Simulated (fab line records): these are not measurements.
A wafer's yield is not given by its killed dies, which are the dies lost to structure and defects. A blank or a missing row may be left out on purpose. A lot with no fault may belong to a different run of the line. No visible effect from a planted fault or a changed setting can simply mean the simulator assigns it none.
Which tool was responsible? | flow gf180mcu | 6 lots with 18 wafers sampled at 2 steps, on a route of 602 steps

WHAT THE GAUGES SHOWED, per wafer
GF_POLY_GATE_THK_MEAS_01.
lot  | measured     | on            | POLY_GATE_CVD_00_THK (nm)
L912 | day 9 03:38  | film metro-02 | 260.9 215.3 210.2
L920 | day 11 19:31 | film metro-02 | 198.1 199.6 199.4
L925 | day 13 03:30 | film metro-04 | 197.5 197.0 198.8
L927 | day 13 14:33 | film metro-04 | 199.9 201.3 199.8
L929 | day 14 06:32 | film metro-01 | 198.3 198.1 199.0
L931 | day 15 05:55 | film metro-01 | 198.4 198.4 197.9

TOOL THAT RAN EACH LOT (tool first, then ch and the chambers of the sampled wafers, then the start)
lot  | GF_POLY_GATE_CVD_00
L912 | lpcvd-02 ch 1, day 9 02:18
L920 | lpcvd-01 ch 0, day 11 18:11
L925 | lpcvd-01 ch 0, day 13 02:09
L927 | lpcvd-02 ch 1, day 13 13:12
L929 | lpcvd-01 ch 0, day 14 05:11
L931 | lpcvd-01 ch 1, day 15 04:35
- GF_POLY_GATE_CVD_00: deposits poly-Si, target thk 200 nm, time 1200 s.

THE ANSWER, worked out from the rows above alone
Rule: the usual values come from the lots themselves. The widest of any qualifying gaps counts: lots, ordered by their means at a reading, are off when they make up no more than a third of the lots, leave a main group of 4 or more, and stand apart from it by 3 or more times the standard deviation of that group's means. A main group whose means are all the same, to the digits that the tables above print for the reading, isn't used. Also off: a lot with no number at a reading for which 4 or more lots have one. All remaining lots with rows at the step are treated as sound.
Off: at GF_POLY_GATE_THK_MEAS_01 (POLY_GATE_CVD_00_THK), L912. For the main group the mean is 198.8 nm and the standard deviation 0.88.
If a tool, at a process step before that reading, ran all the lots that are off and no sound lot after the first of them, it fits. Those tools and the gauges at GF_POLY_GATE_THK_MEAS_01 are tried in the same way. Not one of the candidates tried fits.

WHAT THE SIMULATOR PUT IN
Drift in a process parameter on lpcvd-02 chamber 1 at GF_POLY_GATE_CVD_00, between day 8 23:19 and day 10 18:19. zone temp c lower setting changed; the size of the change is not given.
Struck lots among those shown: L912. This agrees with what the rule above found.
